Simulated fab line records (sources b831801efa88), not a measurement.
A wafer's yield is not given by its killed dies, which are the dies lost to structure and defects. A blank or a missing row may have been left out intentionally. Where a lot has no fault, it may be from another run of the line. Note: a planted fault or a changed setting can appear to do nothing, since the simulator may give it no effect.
The tool behind it: which one? || flow sky130 || 36 wafers from 12 lots sampled at 5 of the route's 708 steps

== WHAT THE GAUGES SHOWED, per wafer ==
No reading from a measuring or inspecting step in the record can be judged against a usual standard deviation.

== TOOL THAT RAN EACH LOT (tool first, then ch and the chambers of the sampled wafers, then the start) ==
{"lot": "L645", "SKY_POLY_CUT_ETCH_11": "rie diel-01 ch 0,2,3, day 25 08:14", "SKY_LOCAL_INTERCONNECT_ETCH_13": "rie metal-01 ch 0,1, day 31 09:47", "SKY_METAL1_SPUTTER_00": "pvd sputter-03, day 32 16:45", "SKY_METAL1_SPUTTER_04": "pvd sputter-03, day 32 16:51", "SKY_PAD_OPEN_PROBE_99": "prober-01, day 46 11:49"}
{"lot": "L648", "SKY_POLY_CUT_ETCH_11": "rie diel-01 ch 0,1,3, day 25 18:17", "SKY_LOCAL_INTERCONNECT_ETCH_13": "rie metal-02 ch 0,1, day 31 20:50", "SKY_METAL1_SPUTTER_00": "pvd sputter-03, day 33 03:31", "SKY_METAL1_SPUTTER_04": "pvd sputter-03, day 33 03:36", "SKY_PAD_OPEN_PROBE_99": "prober-02, day 47 00:01"}
{"lot": "L653", "SKY_POLY_CUT_ETCH_11": "rie diel-01 ch 0,1,2, day 27 04:45", "SKY_LOCAL_INTERCONNECT_ETCH_13": "rie metal-02 ch 0,1, day 33 05:58", "SKY_METAL1_SPUTTER_00": "pvd sputter-03, day 34 11:03", "SKY_METAL1_SPUTTER_04": "pvd sputter-03, day 34 11:08", "SKY_PAD_OPEN_PROBE_99": "prober-01, day 47 21:36"}
{"lot": "L658", "SKY_POLY_CUT_ETCH_11": "rie diel-02 ch 1,2,3, day 30 08:33", "SKY_LOCAL_INTERCONNECT_ETCH_13": "rie metal-03 ch 0,1, day 36 03:59", "SKY_METAL1_SPUTTER_00": "pvd sputter-04, day 37 10:15", "SKY_METAL1_SPUTTER_04": "pvd sputter-04, day 37 10:20", "SKY_PAD_OPEN_PROBE_99": "prober-01, day 49 21:32"}
{"lot": "L660", "SKY_POLY_CUT_ETCH_11": "rie diel-02 ch 0,2,3, day 30 12:51", "SKY_LOCAL_INTERCONNECT_ETCH_13": "rie metal-02 ch 0,1, day 36 07:52", "SKY_METAL1_SPUTTER_00": "pvd sputter-04, day 37 13:19", "SKY_METAL1_SPUTTER_04": "pvd sputter-04, day 37 13:25", "SKY_PAD_OPEN_PROBE_99": "prober-01, day 50 03:08"}
{"lot": "L659", "SKY_POLY_CUT_ETCH_11": "rie diel-01 ch 0,2,3, day 30 13:30", "SKY_LOCAL_INTERCONNECT_ETCH_13": "rie metal-03 ch 0,1, day 36 09:47", "SKY_METAL1_SPUTTER_00": "pvd sputter-04, day 37 15:32", "SKY_METAL1_SPUTTER_04": "pvd sputter-04, day 37 15:38", "SKY_PAD_OPEN_PROBE_99": "prober-01, day 50 06:07"}
{"lot": "L661", "SKY_POLY_CUT_ETCH_11": "rie diel-04 ch 0,1, day 30 14:23", "SKY_LOCAL_INTERCONNECT_ETCH_13": "rie metal-01 ch 0,1, day 36 10:08", "SKY_METAL1_SPUTTER_00": "pvd sputter-03, day 37 15:48", "SKY_METAL1_SPUTTER_04": "pvd sputter-03, day 37 15:53", "SKY_PAD_OPEN_PROBE_99": "prober-02, day 50 06:04"}
{"lot": "L663", "SKY_POLY_CUT_ETCH_11": "rie diel-01 ch 0,1,3, day 30 17:26", "SKY_LOCAL_INTERCONNECT_ETCH_13": "rie metal-01 ch 0,1, day 36 12:41", "SKY_METAL1_SPUTTER_00": "pvd sputter-03, day 37 17:35", "SKY_METAL1_SPUTTER_04": "pvd sputter-03, day 37 17:41", "SKY_PAD_OPEN_PROBE_99": "prober-01, day 50 07:37"}
{"lot": "L664", "SKY_POLY_CUT_ETCH_11": "rie diel-02 ch 2,3, day 31 07:08", "SKY_LOCAL_INTERCONNECT_ETCH_13": "rie metal-03 ch 0, day 37 01:59", "SKY_METAL1_SPUTTER_00": "pvd sputter-02, day 38 06:31", "SKY_METAL1_SPUTTER_04": "pvd sputter-02, day 38 06:37", "SKY_PAD_OPEN_PROBE_99": "prober-02, day 50 11:35"}
{"lot": "L666", "SKY_POLY_CUT_ETCH_11": "rie diel-01 ch 1,2,3, day 32 12:33", "SKY_LOCAL_INTERCONNECT_ETCH_13": "rie metal-03 ch 0, day 38 05:29", "SKY_METAL1_SPUTTER_00": "pvd sputter-03, day 39 09:17", "SKY_METAL1_SPUTTER_04": "pvd sputter-03, day 39 09:23", "SKY_PAD_OPEN_PROBE_99": "prober-01, day 51 04:36"}
{"lot": "L665", "SKY_POLY_CUT_ETCH_11": "rie diel-02 ch 2,3, day 32 14:32", "SKY_LOCAL_INTERCONNECT_ETCH_13": "rie metal-02 ch 0,1, day 38 06:38", "SKY_METAL1_SPUTTER_00": "pvd sputter-02, day 39 10:14", "SKY_METAL1_SPUTTER_04": "pvd sputter-02, day 39 10:19", "SKY_PAD_OPEN_PROBE_99": "prober-02, day 51 06:07"}
{"lot": "L667", "SKY_POLY_CUT_ETCH_11": "rie diel-01 ch 0,2, day 32 15:30", "SKY_LOCAL_INTERCONNECT_ETCH_13": "rie metal-02 ch 0,1, day 38 07:35", "SKY_METAL1_SPUTTER_00": "pvd sputter-04, day 39 11:37", "SKY_METAL1_SPUTTER_04": "pvd sputter-04, day 39 11:42", "SKY_PAD_OPEN_PROBE_99": "prober-01, day 51 06:28"}
- SKY_POLY_CUT_ETCH_11: etches Si3N4 in CF4/CH2F2/Ar, stops on poly-Si, time 42.5 s, target depth 60 nm.
- SKY_LOCAL_INTERCONNECT_ETCH_13: etches BARC in N2/H2, stops on SiO2, time 45.9 s, target depth 60 nm.
- SKY_METAL1_SPUTTER_00: material Ti, target thk 15 nm, time 10 s.
- SKY_METAL1_SPUTTER_04: material TiN, target thk 70 nm, time 58.3 s.
- SKY_PAD_OPEN_PROBE_99

== AS READ BY THE TOOLS THEMSELVES (means over the sampled wafers that have a number; for cases with no such wafer, the mark the record gives instead) ==
SKY_POLY_CUT_ETCH_11. Usual: bias w 150.0 W, standard deviation 0.5; drypump motor current A 5.8 A, standard deviation 0.51; oes product au 0.832 a.u., standard deviation 0.0066; rf fwd power W 593.8 W, standard deviation 2.6; throttle valve pct 14.993 %, standard deviation 0.009.
{"lot": "L645", "tool": "rie diel-01", "bias w (W)": 150.6, "drypump motor current A (A)": 6.0, "oes product au (a.u.)": 0.832, "rf fwd power W (W)": 593.3, "throttle valve pct (%)": 14.997, "flag": ""}
{"lot": "L648", "tool": "rie diel-01", "bias w (W)": 149.7, "drypump motor current A (A)": 6.0, "oes product au (a.u.)": 0.831, "rf fwd power W (W)": 591.9, "throttle valve pct (%)": 14.990, "flag": ""}
{"lot": "L653", "tool": "rie diel-01", "bias w (W)": 149.9, "drypump motor current A (A)": 6.1, "oes product au (a.u.)": 0.827, "rf fwd power W (W)": 592.7, "throttle valve pct (%)": 14.987, "flag": ""}
{"lot": "L658", "tool": "rie diel-02", "bias w (W)": 150.2, "drypump motor current A (A)": 5.2, "oes product au (a.u.)": 0.829, "rf fwd power W (W)": 596.1, "throttle valve pct (%)": 14.993, "flag": ""}
{"lot": "L660", "tool": "rie diel-02", "bias w (W)": 150.0, "drypump motor current A (A)": 5.4, "oes product au (a.u.)": 0.829, "rf fwd power W (W)": 595.7, "throttle valve pct (%)": 14.992, "flag": ""}
{"lot": "L659", "tool": "rie diel-01", "bias w (W)": 149.8, "drypump motor current A (A)": 6.0, "oes product au (a.u.)": 0.836, "rf fwd power W (W)": 592.1, "throttle valve pct (%)": 15.001, "flag": ""}
{"lot": "L661", "tool": "rie diel-04", "bias w (W)": 149.5, "drypump motor current A (A)": 5.7, "oes product au (a.u.)": 0.836, "rf fwd power W (W)": 597.2, "throttle valve pct (%)": 14.994, "flag": ""}
{"lot": "L663", "tool": "rie diel-01", "bias w (W)": 150.1, "drypump motor current A (A)": 6.0, "oes product au (a.u.)": 0.840, "rf fwd power W (W)": 588.4, "throttle valve pct (%)": 14.994, "flag": ""}
{"lot": "L664", "tool": "rie diel-02", "bias w (W)": 150.2, "drypump motor current A (A)": 5.3, "oes product au (a.u.)": 0.840, "rf fwd power W (W)": 594.6, "throttle valve pct (%)": 14.997, "flag": ""}
{"lot": "L666", "tool": "rie diel-01", "bias w (W)": 149.8, "drypump motor current A (A)": 6.2, "oes product au (a.u.)": 0.832, "rf fwd power W (W)": 592.0, "throttle valve pct (%)": 14.988, "flag": ""}
{"lot": "L665", "tool": "rie diel-02", "bias w (W)": 149.9, "drypump motor current A (A)": 5.3, "oes product au (a.u.)": 0.837, "rf fwd power W (W)": 595.1, "throttle valve pct (%)": 14.990, "flag": ""}
{"lot": "L667", "tool": "rie diel-01", "bias w (W)": 149.9, "drypump motor current A (A)": 6.0, "oes product au (a.u.)": 0.840, "rf fwd power W (W)": 591.9, "throttle valve pct (%)": 14.988, "flag": ""}

SKY_LOCAL_INTERCONNECT_ETCH_13. Usual: bias w 100.07 W, standard deviation 0.27; drypump motor current A 5.7 A, standard deviation 0.35; he backside leak sccm 3.4 sccm, standard deviation 0.33; oes product au 0.855 a.u., standard deviation 0.0052; rf fwd power W 494.9 W, standard deviation 2.1; throttle valve pct 13.224 %, standard deviation 0.0097.
{"lot": "L645", "tool": "rie metal-01", "bias w (W)": 100.16, "drypump motor current A (A)": 5.9, "he backside leak sccm (sccm)": 3.3, "oes product au (a.u.)": 0.853, "rf fwd power W (W)": 492.2, "throttle valve pct (%)": 13.222, "flag": ""}
{"lot": "L648", "tool": "rie metal-02", "bias w (W)": 108.01, "drypump motor current A (A)": 5.7, "he backside leak sccm (sccm)": 3.3, "oes product au (a.u.)": 0.852, "rf fwd power W (W)": 496.2, "throttle valve pct (%)": 13.225, "flag": "OFF"}
{"lot": "L653", "tool": "rie metal-02", "bias w (W)": 107.97, "drypump motor current A (A)": 5.4, "he backside leak sccm (sccm)": 3.3, "oes product au (a.u.)": 0.856, "rf fwd power W (W)": 495.4, "throttle valve pct (%)": 13.236, "flag": "OFF"}
{"lot": "L658", "tool": "rie metal-03", "bias w (W)": 100.12, "drypump motor current A (A)": 5.8, "he backside leak sccm (sccm)": 3.5, "oes product au (a.u.)": 0.861, "rf fwd power W (W)": 494.2, "throttle valve pct (%)": 13.231, "flag": ""}
{"lot": "L660", "tool": "rie metal-02", "bias w (W)": 100.18, "drypump motor current A (A)": 5.7, "he backside leak sccm (sccm)": 3.2, "oes product au (a.u.)": 0.854, "rf fwd power W (W)": 495.9, "throttle valve pct (%)": 13.221, "flag": ""}
{"lot": "L659", "tool": "rie metal-03", "bias w (W)": 99.97, "drypump motor current A (A)": 5.6, "he backside leak sccm (sccm)": 3.5, "oes product au (a.u.)": 0.849, "rf fwd power W (W)": 496.5, "throttle valve pct (%)": 13.227, "flag": ""}
{"lot": "L661", "tool": "rie metal-01", "bias w (W)": 100.02, "drypump motor current A (A)": 5.9, "he backside leak sccm (sccm)": 3.4, "oes product au (a.u.)": 0.852, "rf fwd power W (W)": 493.9, "throttle valve pct (%)": 13.225, "flag": ""}
{"lot": "L663", "tool": "rie metal-01", "bias w (W)": 99.65, "drypump motor current A (A)": 5.9, "he backside leak sccm (sccm)": 3.4, "oes product au (a.u.)": 0.852, "rf fwd power W (W)": 495.0, "throttle valve pct (%)": 13.223, "flag": ""}
{"lot": "L664", "tool": "rie metal-03", "bias w (W)": 100.07, "drypump motor current A (A)": 6.0, "he backside leak sccm (sccm)": 3.7, "oes product au (a.u.)": 0.850, "rf fwd power W (W)": 493.5, "throttle valve pct (%)": 13.231, "flag": ""}
{"lot": "L666", "tool": "rie metal-03", "bias w (W)": 100.05, "drypump motor current A (A)": 6.0, "he backside leak sccm (sccm)": 3.7, "oes product au (a.u.)": 0.858, "rf fwd power W (W)": 494.6, "throttle valve pct (%)": 13.226, "flag": ""}
{"lot": "L665", "tool": "rie metal-02", "bias w (W)": 100.30, "drypump motor current A (A)": 5.6, "he backside leak sccm (sccm)": 3.2, "oes product au (a.u.)": 0.853, "rf fwd power W (W)": 495.0, "throttle valve pct (%)": 13.222, "flag": ""}
{"lot": "L667", "tool": "rie metal-02", "bias w (W)": 100.25, "drypump motor current A (A)": 5.7, "he backside leak sccm (sccm)": 3.3, "oes product au (a.u.)": 0.854, "rf fwd power W (W)": 497.7, "throttle valve pct (%)": 13.214, "flag": ""}

SKY_METAL1_SPUTTER_00. Usual: 30.2 % for throttle valve pct, sd 0.96.
{"lot": "L645", "tool": "pvd sputter-03", "throttle valve pct (%)": 30.1, "flag": ""}
{"lot": "L648", "tool": "pvd sputter-03", "throttle valve pct (%)": 29.4, "flag": ""}
{"lot": "L653", "tool": "pvd sputter-03", "throttle valve pct (%)": 29.3, "flag": ""}
{"lot": "L658", "tool": "pvd sputter-04", "throttle valve pct (%)": 30.3, "flag": ""}
{"lot": "L660", "tool": "pvd sputter-04", "throttle valve pct (%)": 30.0, "flag": ""}
{"lot": "L659", "tool": "pvd sputter-04", "throttle valve pct (%)": 30.5, "flag": ""}
{"lot": "L661", "tool": "pvd sputter-03", "throttle valve pct (%)": 29.9, "flag": ""}
{"lot": "L663", "tool": "pvd sputter-03", "throttle valve pct (%)": 29.9, "flag": ""}
{"lot": "L664", "tool": "pvd sputter-02", "throttle valve pct (%)": 30.7, "flag": ""}
{"lot": "L666", "tool": "pvd sputter-03", "throttle valve pct (%)": 29.6, "flag": ""}
{"lot": "L665", "tool": "pvd sputter-02", "throttle valve pct (%)": 30.5, "flag": ""}
{"lot": "L667", "tool": "pvd sputter-04", "throttle valve pct (%)": 30.3, "flag": ""}

SKY_METAL1_SPUTTER_04. Usual: 30.2 % for throttle valve pct, sd 0.98.
{"lot": "L645", "tool": "pvd sputter-03", "throttle valve pct (%)": 30.0, "flag": ""}
{"lot": "L648", "tool": "pvd sputter-03", "throttle valve pct (%)": 29.5, "flag": ""}
{"lot": "L653", "tool": "pvd sputter-03", "throttle valve pct (%)": 29.5, "flag": ""}
{"lot": "L658", "tool": "pvd sputter-04", "throttle valve pct (%)": 30.2, "flag": ""}
{"lot": "L660", "tool": "pvd sputter-04", "throttle valve pct (%)": 30.1, "flag": ""}
{"lot": "L659", "tool": "pvd sputter-04", "throttle valve pct (%)": 30.7, "flag": ""}
{"lot": "L661", "tool": "pvd sputter-03", "throttle valve pct (%)": 30.0, "flag": ""}
{"lot": "L663", "tool": "pvd sputter-03", "throttle valve pct (%)": 29.7, "flag": ""}
{"lot": "L664", "tool": "pvd sputter-02", "throttle valve pct (%)": 30.5, "flag": ""}
{"lot": "L666", "tool": "pvd sputter-03", "throttle valve pct (%)": 29.5, "flag": ""}
{"lot": "L665", "tool": "pvd sputter-02", "throttle valve pct (%)": 30.5, "flag": ""}
{"lot": "L667", "tool": "pvd sputter-04", "throttle valve pct (%)": 30.4, "flag": ""}

SKY_PAD_OPEN_PROBE_99. Usual: killed_at_M0_to_M3 43, standard deviation 6.8; killed_at_M4_up 3.2, standard deviation 1.7; killed at contacts 24, standard deviation 5.6; killed at front end 15, standard deviation 4.7; killed at other 0.3, standard deviation 0.59; killed dies 86, standard deviation 10; killed on rim 16, standard deviation 4; killed open 47, standard deviation 6.8; killed short 39, standard deviation 6.4.
{"lot": "L645", "tool": "prober-01", "killed_at_M0_to_M3": 41, "killed_at_M4_up": 3.7, "killed at contacts": 18, "killed at front end": 17, "killed at other": 0.3, "killed dies": 79, "killed on rim": 13, "killed open": 45, "killed short": 34, "flag": ""}
{"lot": "L648", "tool": "prober-02", "killed_at_M0_to_M3": 37, "killed_at_M4_up": 2.3, "killed at contacts": 19, "killed at front end": 16, "killed at other": 0.3, "killed dies": 75, "killed on rim": 14, "killed open": 44, "killed short": 31, "flag": ""}
{"lot": "L653", "tool": "prober-01", "killed_at_M0_to_M3": 40, "killed_at_M4_up": 3.0, "killed at contacts": 27, "killed at front end": 12, "killed at other": 0.0, "killed dies": 81, "killed on rim": 16, "killed open": 44, "killed short": 36, "flag": ""}
{"lot": "L658", "tool": "prober-01", "killed_at_M0_to_M3": 44, "killed_at_M4_up": 1.7, "killed at contacts": 27, "killed at front end": 15, "killed at other": 0.7, "killed dies": 89, "killed on rim": 16, "killed open": 46, "killed short": 43, "flag": ""}
{"lot": "L660", "tool": "prober-01", "killed_at_M0_to_M3": 33, "killed_at_M4_up": 3.3, "killed at contacts": 25, "killed at front end": 23, "killed at other": 0.0, "killed dies": 84, "killed on rim": 11, "killed open": 49, "killed short": 35, "flag": ""}
{"lot": "L659", "tool": "prober-01", "killed_at_M0_to_M3": 41, "killed_at_M4_up": 3.0, "killed at contacts": 23, "killed at front end": 13, "killed at other": 0.0, "killed dies": 81, "killed on rim": 14, "killed open": 42, "killed short": 39, "flag": ""}
{"lot": "L661", "tool": "prober-02", "killed_at_M0_to_M3": 37, "killed_at_M4_up": 3.0, "killed at contacts": 24, "killed at front end": 18, "killed at other": 0.7, "killed dies": 82, "killed on rim": 15, "killed open": 46, "killed short": 36, "flag": ""}
{"lot": "L663", "tool": "prober-01", "killed_at_M0_to_M3": 47, "killed_at_M4_up": 4.7, "killed at contacts": 28, "killed at front end": 15, "killed at other": 0.3, "killed dies": 96, "killed on rim": 19, "killed open": 49, "killed short": 47, "flag": ""}
{"lot": "L664", "tool": "prober-02", "killed_at_M0_to_M3": 49, "killed_at_M4_up": 3.3, "killed at contacts": 22, "killed at front end": 18, "killed at other": 0.0, "killed dies": 92, "killed on rim": 21, "killed open": 50, "killed short": 42, "flag": ""}
{"lot": "L666", "tool": "prober-01", "killed_at_M0_to_M3": 43, "killed_at_M4_up": 2.3, "killed at contacts": 24, "killed at front end": 17, "killed at other": 0.0, "killed dies": 86, "killed on rim": 15, "killed open": 47, "killed short": 38, "flag": ""}
{"lot": "L665", "tool": "prober-02", "killed_at_M0_to_M3": 45, "killed_at_M4_up": 3.0, "killed at contacts": 27, "killed at front end": 17, "killed at other": 0.0, "killed dies": 92, "killed on rim": 18, "killed open": 49, "killed short": 42, "flag": ""}
{"lot": "L667", "tool": "prober-01", "killed_at_M0_to_M3": 43, "killed_at_M4_up": 5.7, "killed at contacts": 19, "killed at front end": 22, "killed at other": 0.3, "killed dies": 91, "killed on rim": 21, "killed open": 48, "killed short": 43, "flag": ""}

== THE ANSWER, worked out from the rows above alone ==
Rule: lot off if the mean of its wafers having a number is beyond 3 standard deviations from the usual mean. A lot without any number at a reading at which 4 lots or more have one is off too. All remaining lots with rows at the step are treated as sound. The gauges are gone through in route order, then the tools' own readings, and for those a lot's mean is taken as printed above. The first step at which some lot is off is used, and at that step the reading that is off furthest; a lot without a number counts as furthest.
Off at SKY_LOCAL_INTERCONNECT_ETCH_13 (bias w): L648, L653.
If a tool, at that step or one of the process steps before it, ran each lot that is off and ran no sound lot following the first of them, it fits. Not one of the candidates tried fits.

== WHAT THE SIMULATOR HAD PUT IN ==
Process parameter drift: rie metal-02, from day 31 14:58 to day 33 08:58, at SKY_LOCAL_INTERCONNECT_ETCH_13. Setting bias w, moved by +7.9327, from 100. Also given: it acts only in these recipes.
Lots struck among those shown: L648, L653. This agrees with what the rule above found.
